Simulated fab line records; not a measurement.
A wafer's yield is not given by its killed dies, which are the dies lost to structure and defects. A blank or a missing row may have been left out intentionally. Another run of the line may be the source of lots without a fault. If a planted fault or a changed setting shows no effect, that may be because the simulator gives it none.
Which of the tools did it? | flow sfqLine | 14 lots, 42 wafers sampled, at 3 steps of a route of 325

## WHAT EACH GAUGE READ, for each wafer
SFQ_L0V_OVL_MEAS_903.
lot  | measured     | on         | L0V_OVL (nm)
L214 | day 8 02:41  | overlay-01 | 0 -3 -2
L215 | day 8 17:05  | overlay-02 | 7 0 9
L216 | day 8 23:04  | overlay-01 | 9 8 10
L217 | day 9 05:30  | overlay-01 | 0 -4 1
L222 | day 10 07:03 | overlay-02 | 0 1 4
L226 | day 11 13:41 | overlay-02 | 1 6 -1
L227 | day 11 19:42 | overlay-01 | 4 -2 6
L228 | day 11 23:18 | overlay-01 | 2 -5 -2
L229 | day 12 08:53 | overlay-01 | -8 -1 0
L230 | day 12 17:19 | overlay-02 | 1 -2 -1
L231 | day 13 00:30 | overlay-02 | -2 -2 4
L232 | day 13 15:08 | overlay-02 | 8 5 5
L233 | day 14 03:29 | overlay-02 | 5 8 7
L234 | day 14 08:17 | overlay-01 | 3 -9 -2

SFQ_I5_OVL_MEAS_936.
lot  | measured     | on         | I5_OVL (nm)
L214 | day 64 21:35 | overlay-01 | -2 -5 -3
L215 | day 66 08:02 | overlay-01 | -3 -9 4
L216 | day 66 10:26 | overlay-02 | -2 4 -2
L217 | day 66 11:38 | overlay-02 | -7 -11 -10
L222 | day 66 21:14 | overlay-02 | -10 -6 -9
L226 | day 67 10:26 | overlay-01 | -7 -2 -10
L227 | day 67 14:02 | overlay-02 | 3 -4 -3
L228 | day 67 21:22 | overlay-02 | 0 -2 0
L229 | day 68 03:22 | overlay-01 | -4 -1 -1
L230 | day 68 09:22 | overlay-02 | 12 5 6
L231 | day 68 15:22 | overlay-02 | -4 -3 -3
L232 | day 68 17:46 | overlay-01 | -9 -7 -8
L233 | day 68 21:22 | overlay-02 | -12 -5 -17
L234 | day 68 23:46 | overlay-02 | 6 3 -7

## EACH LOT AND THE TOOL THAT RAN IT (in order: tool; ch and the chambers of the sampled wafers; start)
lot  | SFQ_TRILAYER_I1_VIA_LITHO_EXPOSE_050
L214 | krfScanner-02 ch 0, day 23 11:50
L215 | krfScanner-02 ch 0, day 23 15:38
L216 | krfScanner-02 ch 0, day 23 20:47
L217 | krfScanner-02 ch 0, day 24 07:35
L222 | krfScanner-01 ch 0, day 26 00:07
L226 | krfScanner-01 ch 0, day 27 04:31
L227 | krfScanner-01 ch 0, day 27 15:04
L228 | krfScanner-01 ch 0, day 28 01:58
L229 | krfScanner-01 ch 0, day 28 07:46
L230 | krfScanner-01 ch 0, day 28 22:46
L231 | krfScanner-01 ch 0, day 29 04:22
L232 | krfScanner-01 ch 0, day 29 19:46
L233 | krfScanner-01 ch 0, day 30 11:22
L234 | krfScanner-01 ch 0, day 30 19:46
- SFQ_TRILAYER_I1_VIA_LITHO_EXPOSE_050: exposes mask I1, target cd 500 nm.

## AS READ BY THE TOOLS THEMSELVES (means over the sampled wafers that have a number; for cases with no such wafer, the mark the record gives instead)
SFQ_TRILAYER_I1_VIA_LITHO_EXPOSE_050.
lot  | tool          | exposureDoseMJCm2
L214 | krfScanner-02 | 21.288
L215 | krfScanner-02 | 21.299
L216 | krfScanner-02 | 22.510
L217 | krfScanner-02 | 22.480
L222 | krfScanner-01 | 21.298
L226 | krfScanner-01 | 21.332
L227 | krfScanner-01 | 21.308
L228 | krfScanner-01 | 21.306
L229 | krfScanner-01 | 21.300
L230 | krfScanner-01 | 21.284
L231 | krfScanner-01 | 21.285
L232 | krfScanner-01 | 21.279
L233 | krfScanner-01 | 21.306
L234 | krfScanner-01 | 21.312

## THE ANSWER, worked out from the rows above alone
Rule: usual is defined by the lots themselves. Put in order of their means at a reading, lots are off if they are a third of the lots or fewer, leave a main group of 4 or more, and stand apart from it by a gap of 3 or more times the standard deviation of the main group's means; of several such gaps the widest counts. If all means in a main group match to the digits the tables above print for the reading, that group is not used. Also off: a lot with no number at a reading for which 4 or more lots have one. Where the step has rows for the other lots, those lots are counted as sound. The gauges are gone through in route order, then the tools' own readings, and for those a lot's mean is taken as printed above. The first step at which some lot is off is used, and at that step the reading that is off furthest; a lot without a number counts as furthest.
Off at SFQ_TRILAYER_I1_VIA_LITHO_EXPOSE_050 (exposureDoseMJCm2): L216, L217. The main group: mean 21.300, standard deviation 0.014.
If a tool, at that step or one of the process steps before it, ran each lot that is off and ran no sound lot following the first of them, it fits. One fits: krfScanner-02 at SFQ_TRILAYER_I1_VIA_LITHO_EXPOSE_050. A fault onset in the window from L215 (day 23 15:38, its last sound lot) to L216 (day 23 20:47, its first lot off) fits.
The tool's own readings at SFQ_TRILAYER_I1_VIA_LITHO_EXPOSE_050 bear it out: on the lots that are off they differ by more than 5 times the standard deviation of the sound lots' means. exposureDoseMJCm2 reads 22.495 there against 21.300 on the sound lots.

## WHAT THE SIMULATOR HAD INSERTED
Process parameter drift: krfScanner-02, from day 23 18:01 on, at SFQ_TRILAYER_I1_VIA_LITHO_EXPOSE_050. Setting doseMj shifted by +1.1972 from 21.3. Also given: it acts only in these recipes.
Shown lots that were struck: L216, L217. The same result came from the rule above.
